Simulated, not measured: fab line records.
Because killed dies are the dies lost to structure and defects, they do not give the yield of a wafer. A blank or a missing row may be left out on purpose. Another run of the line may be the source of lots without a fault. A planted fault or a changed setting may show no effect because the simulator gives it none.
Split-lot study    flow sfq_line    23 wafers read from 5 lots, route of 325 steps

## THE SPLIT ITSELF
At SFQ_TRILAYER_I1_VIA_LITHO_COAT_049 (resist thk 650 nm), the setting resist_thk_nm was moved away from the recipe's 650 nm on 10 of the 23 wafers read, by -5.0% to +2.3%. This setting was run at the recipe's value on the other wafers.

The reading comes from the split's own step.

## THE READING
KrF_of_TRILAYER_I1_VIA_LITHO_COAT_049.thk_nm (the simulator's own value, which no gauge read), in nm, at SFQ_TRILAYER_I1_VIA_LITHO_COAT_049 (resist thk 650 nm). The file gives no usual value for it. Average 651.2 nm, standard deviation 2.3 nm, over the 13 wafers here run with the recipe.

wafer   tool, chamber at the split  resist_thk_nm as run, nm  against the recipe  KrF_of_TRILAYER_I1_VIA_LITHO_COAT_049.thk_nm, nm  against lot-mates on the recipe
L075.1  litho_track-02, 0           650                       recipe              648                                               -
L075.4  litho_track-02, 0           650                       recipe              648                                               -
L075.2  litho_track-02, 0           650                       recipe              650.1                                             -
L075.3  litho_track-02, 0           625.9                     -3.7%               624.9                                             -23.8
L075.5  litho_track-02, 0           625.9                     -3.7%               623.2                                             -25.5
L076.1  litho_track-01, 0           665                       +2.3%               669.5                                             +17.0
L076.2  litho_track-01, 0           665                       +2.3%               668.1                                             +15.6
L076.3  litho_track-01, 0           665                       +2.3%               669.6                                             +17.1
L076.4  litho_track-01, 0           650                       recipe              652.1                                             -
L076.5  litho_track-01, 0           650                       recipe              653                                               -
L079.1  litho_track-03, 0           637.6                     -1.9%               633.4                                             -16.3
L079.3  litho_track-03, 0           650                       recipe              649.1                                             -
L079.4  litho_track-03, 0           637.6                     -1.9%               635                                               -14.7
L079.5  litho_track-03, 0           650                       recipe              648.2                                             -
L079.6  litho_track-03, 0           650                       recipe              651.7                                             -
L082.1  litho_track-03, 0           650                       recipe              653.5                                             -
L082.2  litho_track-03, 0           650                       recipe              652.3                                             -
L082.4  litho_track-03, 0           650                       recipe              650.7                                             -
L085.1  litho_track-01, 0           617.6                     -5.0%               621.1                                             -33.6
L085.2  litho_track-01, 0           617.6                     -5.0%               619.6                                             -35.1
L085.3  litho_track-01, 0           617.6                     -5.0%               621.3                                             -33.4
L085.4  litho_track-01, 0           650                       recipe              654.5                                             -
L085.6  litho_track-01, 0           650                       recipe              654.9                                             -

THE FIT
A straight line over all 23 wafers: KrF_of_TRILAYER_I1_VIA_LITHO_COAT_049.thk_nm changes by +6.79 nm for each +1% of resist_thk_nm; r = +0.98; the points scatter about the line by 2.8 nm.
The same after taking each lot's own level away (the mean of its wafers on the recipe; 23 wafers): +6.91 nm for each +1%; r = +1.00; scatter 1.3 nm.
Per that fit: largest resist_thk_nm move, reading shift of 34 nm.
Across the lots, their own levels run from 648.70 to 654.70 nm, a range of 2.6 times the standard deviation given above.
So the lot-to-lot level changes the slope little: the two slopes agree.
Check: for one of the wafers moved furthest among these (-5.0%), held out of the fit, the line's prediction against its lot-mates is -34.6 nm. Against them it came out at -33.6 nm.

## OTHER SPLITS APPLIED TO THESE WAFERS
Note: prior to the reading, these wafers also went through further splits. Each is held against what the fit with the lots' levels taken away leaves over:
other split on the same wafers                      wafers away from the commonest value  r with KrF_of_TRILAYER_I1_VIA_LITHO_COAT_049.thk_nm (lot level and that fit taken away)
SFQ_TRILAYER_INCOMING_OXIDATION_002 ox_time_s       18                                    +0.20
SFQ_TRILAYER_L0_LITHO_COAT_010 resist_thk_nm        9                                     -0.34
SFQ_TRILAYER_L0_VIA_LITHO_PEB_016 peb_time_s        7                                     +0.04
SFQ_TRILAYER_M0_LITHO_EXPOSE_022 dose_mj            12                                    -0.41
SFQ_TRILAYER_M0_ETCH_METAL_ETCH_024 pressure_mtorr  10                                    -0.20
SFQ_TRILAYER_I0_VIA_LITHO_COAT_031 resist_thk_nm    5                                     +0.27
SFQ_TRILAYER_M1_DEP_SPUTTER_037 power_w             10                                    +0.01
SFQ_TRILAYER_M1_LITHO_EXPOSE_040 dose_mj            8                                     +0.20
SFQ_TRILAYER_M1_BARC_OPEN_METAL_ETCH_054 time_s     8                                     +0.15

## FILE'S OWN FIT
KrF_of_TRILAYER_I1_VIA_LITHO_COAT_049.thk_nm changes by +6.91 nm for each +1% of resist_thk_nm, r = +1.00.
